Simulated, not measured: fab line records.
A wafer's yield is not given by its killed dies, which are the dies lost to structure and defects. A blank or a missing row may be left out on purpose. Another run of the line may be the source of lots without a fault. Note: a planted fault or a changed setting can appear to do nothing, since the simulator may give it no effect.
Which of the tools did it? ; flow sky130 ; 14 lots with 42 wafers sampled at 2 steps, on a route of 708 steps

## WHAT THE GAUGES READ, wafer by wafer
SKY_VIA3_BOW_MEAS_03. Usual: VIA3_BOW typically reads 80 um, with standard deviation 8.7.
lot;measured;on;VIA3_BOW (um);flag
L171;day 38 14:14;film metro-01;86 76 79;
L172;day 38 19:26;film metro-02;79 85 67;
L173;day 39 12:45;film metro-02;83 76 67;
L174;day 40 05:34;film metro-02;87 74 78;
L175;day 40 09:49;film metro-01;101 104 100;
L176;day 40 22:22;film metro-04;74 78 77;
L178;day 40 22:48;film metro-01;96 102 75;
L179;day 41 05:53;film metro-04;91 82 77;
L180;day 41 08:56;film metro-01;84 73 89;
L182;day 42 01:20;film metro-01;77 66 79;
L183;day 42 06:50;film metro-01;85 78 79;
L184;day 42 11:44;film metro-04;82 78 83;
L185;day 42 23:43;film metro-02;88 75 98;
L186;day 43 04:11;film metro-01;83 76 73;

SKY_VIA3_OVL_MEAS_13. Usual: VIA3_OVL typically reads -3 nm, with standard deviation 5.6.
lot;measured;on;VIA3_OVL (nm);flag
L171;day 39 14:29;overlay-01;3 1 -5;
L172;day 39 19:58;overlay-02;-7 6 1;
L173;day 40 12:26;overlay-01;-3 -7 -6;
L174;day 41 06:02;overlay-01;-5 -12 -1;
L175;day 41 09:18;overlay-01;-15 -12 -13;
L176;day 41 21:37;overlay-02;-4 3 0;
L178;day 41 22:50;overlay-02;3 3 0;
L179;day 42 05:56;overlay-01;11 5 11;
L180;day 42 08:45;overlay-01;-1 -2 -3;
L182;day 43 00:53;overlay-01;-2 -2 -6;
L183;day 43 06:14;overlay-01;-5 -4 -8;
L184;day 43 10:26;overlay-01;-4 0 -4;
L185;day 43 23:04;overlay-01;-6 -6 -3;
L186;day 44 03:28;overlay-01;-1 5 13;

## WHICH TOOL RAN EACH LOT (tool, then ch and the chambers of the sampled wafers, then the start)
There is no process step in the record ahead of these readings.

## WHAT THE TOOLS THEMSELVES READ (means of the sampled wafers that have a number; where no wafer has one, the mark that the record gives instead)
The record holds no such reading with a usual standard deviation.

## THE ANSWER, worked out from the rows above alone
Rule: lot off if the mean of its wafers having a number is beyond 3 standard deviations from the usual mean. Also off: a lot with no number at a reading for which 4 or more lots have one. All remaining lots with rows at the step are treated as sound. First the gauges in route order, then the tools' own readings, where a lot's mean is used as printed above. At the first step where some lot is off, the reading lying furthest off is the one used; lots without a number count as furthest.
No lot is off at any reading shown: from this, nothing can be told.

## WHAT WAS PUT IN BY THE SIMULATOR
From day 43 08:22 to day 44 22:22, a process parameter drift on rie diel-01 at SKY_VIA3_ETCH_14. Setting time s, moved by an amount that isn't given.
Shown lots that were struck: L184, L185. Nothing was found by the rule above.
